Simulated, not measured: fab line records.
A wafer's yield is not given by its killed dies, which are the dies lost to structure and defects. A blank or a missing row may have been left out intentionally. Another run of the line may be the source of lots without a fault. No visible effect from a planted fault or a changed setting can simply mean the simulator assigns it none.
Problem report in the 8D (eight disciplines) form, filled by code || flow sky130 || the parts of the form that need people (team, actions taken, sign-off) are left out

1. WHAT WENT WRONG
cd_nm at SKY_VT_ADJUST_HVTP_CD_MEAS_07 reads a mean of 65.2 nm on 6 wafers of 2 lots; wafers without a fault read 379.7 nm with a standard deviation of 2.2. That is -99 or more standard deviations from the usual mean.
The step: target cd 380 nm.
Earliest sighting: wafer L141.3 on cd_sem-02 at day 10 00:04. The record holds 36 wafers of 12 lots with a number at this step. The rule behind "out" and "out of limits": a value lying over 4 standard deviations away from the usual mean. Any other wafer with a number is counted as sound.

2. WHAT IT IS, WHAT IT ISN'T
{"question": "which readings at this step", "is": "cd_nm", "is not": "-"}
{"question": "which lots", "is": "L141, L145", "is not": "L128, L130, L131, L132, L133, L135, L136, L139, L140, L142"}
{"question": "which wafers of those lots", "is": "all that have a number", "is not": "-"}
{"question": "read on which gauges", "is": "cd_sem-02", "is not": "cd_sem-01"}
{"question": "when", "is": "from day 10 00:04", "is not": "up to then (27 sound wafers); but 3 sound wafers of L142 came after"}

3. SUSPECTS, AND WHAT RULES EACH OUT
Counting: a tool stays on the suspect list if, at a process step up to the reading, it processed all lots that are out and no sound lot following the first of them.
- the gauge at SKY_VT_ADJUST_HVTP_CD_MEAS_07: kept. All the wafers that are out were read on cd_sem-02, and no step on other tools shows them out.
- litho_track-03 at SKY_VT_ADJUST_HVTP_DEVELOP_06 (develop time 60 s): kept. It processed each lot that is out, first L141 at day 9 23:56, and no sound lot thereafter; up to then, the last sound lot it processed was L140 at day 9 14:30.
Left after counting: litho_track-03 at SKY_VT_ADJUST_HVTP_DEVELOP_06, cd_sem-02 at SKY_VT_ADJUST_HVTP_CD_MEAS_07.

4. THE CAUSE (what the simulator had put in)
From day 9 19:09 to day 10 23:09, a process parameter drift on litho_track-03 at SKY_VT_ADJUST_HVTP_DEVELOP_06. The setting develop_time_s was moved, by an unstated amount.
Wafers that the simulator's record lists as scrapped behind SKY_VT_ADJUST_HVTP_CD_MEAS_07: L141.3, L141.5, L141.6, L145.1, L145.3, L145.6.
Counting left 2 suspects, and this tool is among them.

5. THE CHAIN OF EFFECTS, in route order
One row per reading whose mean, taken over the struck wafers that have a number, lies over 3 standard deviations from the usual. Only readings whose record carries a usual standard deviation are examined. hours: median over the lots of the time between each lot's start at the first step of this table that gives one and its start at this step. sigmas: the change, counted in usual standard deviations.
{"hours": 0, "step": "SKY_VT_ADJUST_HVTP_CD_MEAS_07", "reading": "cd_nm", "usual": "379.7 nm", "on struck wafers": 65.2, "change": -314.5, "sigmas": "-99 or more"}

6. HOW IT WOULD HAVE BEEN CAUGHT EARLIER
The first out-of-limits reading at a measuring or inspecting step in this record came at day 10 00:04, 5 hours after the fault's start at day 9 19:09.
Tool readings at SKY_VT_ADJUST_HVTP_DEVELOP_06 with a usual standard deviation given in the record: none out on any struck wafer, hence no alarm at a limit of 4 standard deviations on them.
Of the lots that are out (2), L145 began SKY_VT_ADJUST_HVTP_DEVELOP_06 on litho_track-03 after day 10 00:04. A hold on the tool at that time would have spared it.
